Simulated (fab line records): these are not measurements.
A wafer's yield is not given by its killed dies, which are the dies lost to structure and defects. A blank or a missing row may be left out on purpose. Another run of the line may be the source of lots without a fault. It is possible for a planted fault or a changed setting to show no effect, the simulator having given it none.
A struck lot beside a sound one / flow gf180mcu / 19 steps out of a route of 602
Sound: these wafers, L817.2, L817.5, L817.6. Struck: wafers L808.3, L808.4, L808.6. The cause is given at the end.
At each step with rows: each side's tool, then ch and its chambers, then its first start. Under that, the readings that differ: sound wafers / struck wafers / difference of the means / sigmas: that difference in standard deviations of wafers without a fault.
alike: readings with means less than 2 such deviations apart, plus words and numbers identical on both sides. not compared: withheld readings, readings lacking a value on some wafer, bounds such as >300 that could conceal the same value, and numbers that have no deviation in the record and whose values overlap.
A row with sigmas, a row that says differs or no value, or rows on one side alone: a step with any of these is where the two part. Numbers that don't overlap but have no deviation are shown without sigmas and don't part them. Lack of a reading on every wafer of one side parts them only where that side has two or more wafers.

first, 4 steps without rows for these wafers: GF_NSD_SOFTBAKE_03 (time 60 s); GF_NSD_EXPOSE_04 (exposes mask Nplus, target cd 400 nm); GF_NSD_PEB_05; GF_NSD_DEVELOP_06 (develop time 60 s).
GF_NSD_CD_MEAS_07 targets a cd of 400 nm.
  sound on cd-sem-02, day 19 13:03; struck on cd-sem-02, day 17 01:29
  alike: cd-nm
GF_NSD_OVL_MEAS_08:
  sound on overlay-02, day 19 13:09; struck on overlay-01, day 17 01:35
  alike: NSD_OVL
then, 2 steps without rows for these wafers: GF_NSD_IMPLANT_09; GF_NSD_IMPLANT_10.
GF_NSD_STRIP_11: strips in O2/N2.
  sound on plasma-asher-02 ch 0,1, day 19 13:29; struck on plasma-asher-02 ch 0,1, day 17 01:56
  alike: chamber-pressure-mTorr, drypump-motor-current-A, heater-power-w, n2-flow-sccm, oes-product-au, strip-time-to-endpoint-s
  not compared: rf-hours-counter-h
GF_NSD_TW_MEAS_12:
  sound on film-metro-01, day 19 13:35; struck on film-metro-01, day 17 02:01
reading=NSD_TW; sound=4275 4288 4243; struck=4206 4218 4224; difference=-53; sigmas=-3
then, 2 steps without rows for these wafers: GF_PSD_DEHYDRATE_00 (time 60 s); GF_PSD_HMDS_01 (prime time 60 s).
GF_PSD_COAT_02: resist thk 1000 nm.
  sound on litho-track-03 ch 0, day 20 01:09; struck on litho-track-03, day 17 13:05
  no value came back on the struck wafers for chill-plate-temp-C (C), dispense-pressure-kPa (kPa); on the sound wafers chill-plate-temp-C (C) reads 23.07 22.98 23.13
then, 4 steps without rows for these wafers: GF_PSD_SOFTBAKE_03 (time 60 s); GF_PSD_EXPOSE_04 (exposes mask Pplus, target cd 400 nm); GF_PSD_PEB_05; GF_PSD_DEVELOP_06 (develop time 60 s).
GF_PSD_CD_MEAS_07 targets a cd of 400 nm.
  sound on cd-sem-01, day 20 13:19; struck on cd-sem-02, day 18 00:37
reading=cd-nm (nm); sound=400.4 401.3 398.9; struck=- - -; difference=no value on the struck wafers; sigmas=
GF_PSD_OVL_MEAS_08:
  sound on overlay-02, day 20 13:25; struck on overlay-02, day 18 00:43
reading=PSD_OVL (nm); sound=1.4 -2.8 -1.5; struck=- - -; difference=no value on the struck wafers; sigmas=

== WHERE THEY PART ==
Last at GF_PSD_OVL_MEAS_08 as far as this record goes, first at GF_NSD_TW_MEAS_12.

WHY: whatever the simulator had introduced
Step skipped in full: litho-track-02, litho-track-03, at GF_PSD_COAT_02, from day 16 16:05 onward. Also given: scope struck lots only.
